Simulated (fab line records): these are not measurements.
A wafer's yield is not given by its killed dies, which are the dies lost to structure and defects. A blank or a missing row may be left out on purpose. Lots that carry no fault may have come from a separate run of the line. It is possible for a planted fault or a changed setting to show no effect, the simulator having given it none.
fab line records	flow gf180mcu
record lots=12	wafers=36	lastDay=34
route steps=602 shown STI@26 VT_IMPLANT@97 HV_LDD@232
lots untouched by any fault: they come from a run of this same line in which no faults occurred
startH: start of the lot's first displayed wafer, in hours after the record's first day	waitH: time in hours since the lot's previous step	" repeats the value in the row above	L1.1+2: several wafers, shown together as one row	- no value present, or no start provided	* or withheld: withheld	< > ~ a bound
route shown NAME@n: NAME is a module with steps in the file, n the number in the route of the first one	usual: mean/standard deviation of fault-free wafers	same: alike in all rows	chamber/n: place in a boat	sites: readings site by site	_std_site: standard deviation of those values	_edge_site: inner sites' mean taken away from outer sites' mean	radiusMm: how far each site lies from the wafer's centre	mask NAME#n: copy n	behind: the tool/chamber that last shaped the wafer	hold: what put the lot on hold/how long, in hours/how the hold closed	device: names the non-switching transistor (n, p or np)	end of line: tests of these same wafers at the route's end	a step given without rows: its recipe and nothing more	killed: dies lost to structure and defects at the first sort, not the wafer's yield	map: the dies of a wafer, with x for killed, . for not killed, _ for no die there
set.NAME: the setting that was run; set.NAME@STEP: the one run at that earlier step	model.NAME: the simulator's own value behind a step, which no gauge read
a sample of lots followed through the steps of the route, with each step as a table and each wafer as a row
services: from which hour (startH, from the record's first day; less than 0 if before it) a tool's chamber was out of use, for how many hours, and why
## steps
# step GF_STI_CMP_25
# recipe stopOn=Si3N4	tOverpolishS=33	downForcePsi=4	platenRpm=60	targetThkNm=524.6	padVelocityMS=0.94248
# usual motorCurrentA=11.8/1	overpolishRunS=33.001/0.0082	platenRpm=60.00/0.041	timeToEndpointS=125/5.3
# same tOverpolishS=33
lot.wafer	tool	chamber	startH	waitH	motorCurrentA	overpolishRunS	platenRpm	timeToEndpointS
L456.4	cmp-01	1	27.19	0.1	10.2	32.993	60.04	126
L456.3	"	2	"	"	12.8	33.022	60.04	123
L456.5	"	0	"	"	10.9	32.996	59.93	124
L457.4	cmp-02	3	32.45	0.2	11.7	33.002	60.03	122
L457.3	"	1	"	"	10.7	33.002	60.09	128
L457.1	"	2	"	"	12.0	32.997	59.97	121
L458.2	cmp-02	2	36.52	0.1	12.3	33.008	60.03	124
L458.3	"	0	"	"	11.7	33.000	59.96	128
L458.6	"	1	"	"	11.4	33.003	59.95	129
L459.2	cmp-01	0	43.16	0.0	11.4	33.013	60.06	132
L459.1	"	1	"	"	10.6	32.998	60.03	128
L459.6	"	0	"	"	11.0	32.985	59.98	132
L460.3	cmp-02	3	48.56	0.2	12.8	32.996	60.04	120
L460.1	"	1	"	"	10.8	32.989	60.00	125
L460.5	"	3	"	"	12.6	33.006	59.98	119
L468.2	cmp-01	2	90.43	0.2	13.2	33.007	59.97	122
L468.5	"	3	"	"	13.2	32.988	60.00	121
L468.6	"	0	"	"	11.1	32.991	59.94	125
L470.2	cmp-01	2	99.97	0.2	12.7	32.987	60.04	124
L470.6	"	3	"	"	13.2	32.999	59.96	124
L470.5	"	0	"	"	10.6	33.000	60.05	125
L471.3	cmp-01	2	105.06	0.2	13.2	32.994	60.07	127
L471.4	"	3	"	"	13.0	32.992	60.06	124
L471.6	"	1	"	"	10.5	33.014	60.01	129
L472.3	cmp-02	0	111.13	0.0	11.2	33.002	60.04	129
L472.1	"	1	"	"	10.7	33.004	59.97	126
L472.6	"	0	"	"	12.0	33.011	60.04	130
L473.4	cmp-02	2	115.25	0.0	12.0	33.007	60.00	124
L473.2	"	0	"	"	12.7	32.997	59.96	126
L473.5	"	3	"	"	12.0	32.998	59.99	124
L478.1	cmp-01	2	145.77	0.1	13.0	33.009	60.02	115
L478.2	"	1	"	"	10.3	32.997	59.99	118
L478.5	"	2	"	"	13.1	33.005	59.98	113
L479.4	cmp-02	1	145.82	0.1	10.2	33.004	59.97	127
L479.1	"	2	"	"	11.9	33.001	60.00	119
L479.5	"	1	"	"	10.5	32.980	59.97	129
# step GF_VT_IMPLANT_OVL_MEAS_07
# usual VT_IMPLANT_OVL=-0.5/1.1
lot.wafer	tool	chamber	startH	waitH	VT_IMPLANT_OVL[nm]
L456.3	overlay-02	-	111.00	0.1	-2.7
L456.4	"	-	"	"	-0.1
L456.5	"	-	"	"	-0.8
L457.1	overlay-02	-	117.17	0.1	-0.4
L457.3	"	-	"	"	0.0
L457.4	"	-	"	"	-1.0
L458.2	overlay-02	-	121.70	0.1	0.9
L458.3	"	-	"	"	-0.9
L458.6	"	-	"	"	-1.7
L459.1	overlay-01	-	130.74	0.1	-1.5
L459.2	"	-	"	"	-1.1
L459.6	"	-	"	"	-1.2
L460.1	overlay-01	-	134.29	0.1	1.7
L460.3	"	-	"	"	0.6
L460.5	"	-	"	"	-0.4
L468.2	overlay-02	-	183.05	0.1	-1.1
L468.5	"	-	"	"	-0.2
L468.6	"	-	"	"	-0.4
L470.2	overlay-01	-	197.67	0.1	-1.6
L470.5	"	-	"	"	-2.6
L470.6	"	-	"	"	-3.4
L471.3	overlay-02	-	205.55	0.1	0.1
L471.4	"	-	"	"	0.4
L471.6	"	-	"	"	-1.7
L472.1	overlay-02	-	209.89	0.1	-0.1
L472.3	"	-	"	"	-1.1
L472.6	"	-	"	"	-2.0
L473.2	overlay-02	-	216.35	0.1	-1.1
L473.4	"	-	"	"	-0.7
L473.5	"	-	"	"	-0.1
L478.1	overlay-02	-	257.24	0.1	-1.6
L478.2	"	-	"	"	1.6
L478.5	"	-	"	"	-0.5
L479.1	overlay-02	-	257.54	0.1	-2.2
L479.4	"	-	"	"	0.9
L479.5	"	-	"	"	0.1
# step GF_HV_LDD_CVD_56
# recipe material=Si3N4	precursor=DCS/NH3	targetThkNm=90	tempC=770	timeS=1543	pressureMtorr=250
# usual spikeTcBottomC=790.4/1.2
lot.wafer	tool	chamber	startH	waitH	spikeTcBottomC
L456.3	lpcvd-02	0	276.61	0.0	790.9
L456.4	"	0	"	"	791.4
L456.5	"	0	"	"	790.4
L457.1	lpcvd-02	1	282.10	0.1	792.3
L457.3	"	1	"	"	791.4
L457.4	"	1	"	"	790.5
L458.2	lpcvd-01	1	285.05	0.0	789.2
L458.3	"	1	"	"	788.6
L458.6	"	1	"	"	789.1
L459.1	lpcvd-02	0	297.61	0.1	791.6
L459.2	"	0	"	"	790.3
L459.6	"	0	"	"	790.5
L460.1	lpcvd-02	1	301.84	0.1	792.9
L460.3	"	1	"	"	790.3
L460.5	"	1	"	"	789.6
L468.2	lpcvd-01	0	375.35	0.0	791.9
L468.5	"	0	"	"	792.2
L468.6	"	0	"	"	791.2
L470.2	lpcvd-02	1	392.19	0.0	789.6
L470.5	"	1	"	"	792.5
L470.6	"	1	"	"	790.8
L471.3	lpcvd-02	1	399.23	0.7	792.4
L471.4	"	1	"	"	791.5
L471.6	"	1	"	"	791.6
L472.1	lpcvd-02	0	404.55	0.1	791.0
L472.3	"	0	"	"	790.7
L472.6	"	0	"	"	791.5
L473.2	lpcvd-02	1	410.72	0.0	789.8
L473.4	"	1	"	"	791.3
L473.5	"	1	"	"	791.3
L478.1	lpcvd-02	0	465.92	1.0	790.4
L478.2	"	0	"	"	790.1
L478.5	"	0	"	"	793.6
L479.1	lpcvd-01	0	466.48	0.1	789.6
L479.4	"	0	"	"	790.3
L479.5	"	0	"	"	790.2
# step GF_HV_LDD_THK_MEAS_57
# recipe reads=Si3N4_of_HV_LDD_CVD_56
# usual HV_LDD_CVD_56_THK=89.8/1
lot.wafer	tool	chamber	startH	waitH	hold	HV_LDD_CVD_56_THK[nm]
L456.3	filmMetro-04	-	278.05	0.0	-	88.0
L456.4	"	-	"	"	-	89.4
L456.5	"	-	"	"	-	88.3
L457.1	filmMetro-04	-	283.53	0.0	-	90.2
L457.3	"	-	"	"	-	90.2
L457.4	"	-	"	"	-	89.9
L458.2	filmMetro-04	-	286.49	0.0	-	90.2
L458.3	"	-	"	"	-	90.5
L458.6	"	-	"	"	-	91.0
L459.1	filmMetro-01	-	299.04	0.0	-	90.2
L459.2	"	-	"	"	-	90.0
L459.6	"	-	"	"	-	89.8
L460.1	filmMetro-03	-	303.27	0.0	-	90.3
L460.3	"	-	"	"	-	89.4
L460.5	"	-	"	"	-	89.3
L468.2	filmMetro-04	-	376.78	0.0	awaitDispo/0.2h/release	80.7
L468.5	"	-	"	"	awaitDispo/0.2h/release	80.7
L468.6	"	-	"	"	awaitDispo/0.2h/release	79.9
L468.2	filmMetro-04	-	377.01	0.2	-	80.7
L468.5	"	-	"	"	-	80.7
L468.6	"	-	"	"	-	79.9
L470.2	filmMetro-04	-	393.62	0.0	-	88.3
L470.5	"	-	"	"	-	88.2
L470.6	"	-	"	"	-	88.7
L471.3	filmMetro-04	-	400.67	0.0	-	87.8
L471.4	"	-	"	"	-	88.2
L471.6	"	-	"	"	-	88.7
L472.1	filmMetro-04	-	405.98	0.0	-	90.4
L472.3	"	-	"	"	-	90.3
L472.6	"	-	"	"	-	89.2
L473.2	filmMetro-03	-	412.15	0.0	-	89.9
L473.4	"	-	"	"	-	89.1
L473.5	"	-	"	"	-	89.5
L478.1	filmMetro-03	-	468.06	0.0	-	91.6
L478.2	"	-	"	"	-	90.6
L478.5	"	-	"	"	-	91.2
L479.1	filmMetro-04	-	469.69	0.0	-	90.8
L479.4	"	-	"	"	-	90.4
L479.5	"	-	"	"	-	90.9
# step GF_HV_LDD_ETCHBACK_58
# recipe chemistry=CH3F/O2	target=Si3N4	stopOn=SiO2	sourceW=400	biasW=80	pressureMtorr=25	ch3fFlowSccm=40	O2_flow_sccm=30	timeS=100	targetDepthA=900
# usual drypumpMotorCurrentA=5.6/0.36	oesProductAu=0.841/0.0071	throttleValvePct=10.561/0.0097
lot.wafer	tool	chamber	startH	waitH	hold	drypumpMotorCurrentA	oesProductAu	rfHoursCounterH	throttleValvePct
L456.3	rieDiel-01	0	278.09	0.0	-	6.2	0.826	14	10.534
L456.4	"	2	"	"	-	5.5	0.844	94	10.555
L456.5	"	3	"	"	-	5.4	0.833	-	10.551
L457.1	rieDiel-02	1	283.59	0.1	-	5.1	0.849	2	10.567
L457.3	"	3	"	"	-	6.1	0.841	112	10.557
L457.4	"	0	"	"	-	5.7	0.841	96	10.552
L458.2	rieDiel-02	0	286.54	0.0	-	5.7	0.849	97	10.571
L458.3	"	3	"	"	-	6.1	0.844	112	10.572
L458.6	"	2	"	"	-	5.8	0.855	-	10.572
L459.1	rieDiel-02	3	299.10	0.1	-	6.1	0.843	113	10.557
L459.2	"	2	"	"	-	5.7	0.835	14	10.559
L459.6	"	3	"	"	-	6.1	0.836	-	10.587
L460.1	rieDiel-02	3	303.33	0.1	-	6.1	0.836	113	10.564
L460.3	"	2	"	"	-	5.8	0.835	14	10.563
L460.5	"	3	"	"	-	6.1	0.833	-	10.541
L468.2	rieDiel-03	3	379.16	2.1	awaitDispo/2.1h/release	6.1	0.793	83	10.549
L468.5	"	0	"	"	awaitDispo/2.1h/release	5.3	0.788	-	10.560
L468.6	"	1	"	"	awaitDispo/2.1h/release	5.9	0.789	-	10.557
L470.2	rieDiel-02	0	393.67	0.0	-	5.7	0.839	99	10.551
L470.5	"	1	"	"	-	5.0	0.829	-	10.575
L470.6	"	0	"	"	-	5.7	0.838	-	10.560
L471.3	rieDiel-03	0	400.71	0.0	-	5.3	0.830	110	10.559
L471.4	"	1	"	"	-	5.9	0.831	43	10.569
L471.6	"	1	"	"	-	5.9	0.842	-	10.573
L472.1	rieDiel-03	2	406.04	0.1	-	5.3	0.846	24	10.561
L472.3	"	1	"	"	-	5.9	0.843	43	10.566
L472.6	"	3	"	"	-	6.2	0.830	-	10.564
L473.2	rieDiel-01	2	412.20	0.0	-	5.5	0.842	99	10.551
L473.4	"	0	"	"	-	6.2	0.832	19	10.572
L473.5	"	3	"	"	-	5.4	0.851	-	10.564
L478.1	rieDiel-02	2	468.12	0.1	-	5.7	0.844	19	10.572
L478.2	"	3	"	"	-	6.1	0.842	1	10.570
L478.5	"	1	"	"	-	5.1	0.851	-	10.573
L479.1	rieDiel-01	1	469.75	0.1	-	5.4	0.848	8	10.556
L479.4	"	0	"	"	-	6.1	0.844	20	10.569
L479.5	"	3	"	"	-	5.4	0.849	-	10.542
## services
tool	chamber	startH	hours	kind
cmp-01	-	27.66	6.1	pm
cmp-02	-	64.00	4.0	pm
lpcvd-02	-	87.48	2.8	pm
cmp-02	-	99.52	2.4	repair
rieDiel-02	-	165.58	0.6	repair
cmp-01	-	183.06	8.3	repair
cmp-02	-	191.65	3.3	pm
rieDiel-02	0	208.71	5.3	repair
cmp-02	-	222.73	0.5	repair
cmp-01	-	232.00	4.0	pm
cmp-02	-	278.14	2.5	repair
cmp-01	-	281.32	2.1	repair
rieDiel-02	-	285.39	0.5	repair
cmp-01	-	322.42	0.6	repair
rieDiel-02	-	344.53	1.8	repair
lpcvd-02	-	358.56	6.0	pm
cmp-01	-	360.01	1.6	repair
lpcvd-02	-	386.12	0.5	repair
cmp-02	-	395.66	9.7	pm
cmp-02	-	405.40	4.0	pm
cmp-01	-	409.40	7.4	pm
cmp-02	-	425.35	2.5	repair
rieDiel-02	-	430.35	4.3	pm
lpcvd-02	-	431.28	14.6	pm
## key
firstSign step=GF_HV_LDD_THK_MEAS_57	reading=visit	direction=added
effect step=GF_HV_LDD_THK_MEAS_57	reading=HV_LDD_CVD_56_THK	direction=down	sigmas=9.3	usual=89.8	struck=80.4
effect step=GF_HV_LDD_ETCHBACK_58	reading=oesProductAu	direction=down	sigmas=7.2	usual=0.841	struck=0.790
metAt GF_HV_LDD_CVD_56
struckLots L468
struckWafers L468.2,L468.5,L468.6
testerLeftOut L468
notActingAt GF_STI_CMP_25,GF_VT_IMPLANT_OVL_MEAS_07
fault kind=processParameterDrift	tool=lpcvd-01	chamber=0	onsetH=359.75	steps=GF_HV_LDD_CVD_56	channel=targetThkNm	offset=-8.1149	shape=step	endH=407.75	actsIn=theseRecipesOnly	stated=90
# testerLeftOut: of these lots the tester's yield and bins aren't shown, on N5 and GAA mostly nor the transistor test; their killed dies are dies lost to structure and defects alone, not to doping, threshold or leakage, so they don't give the yield
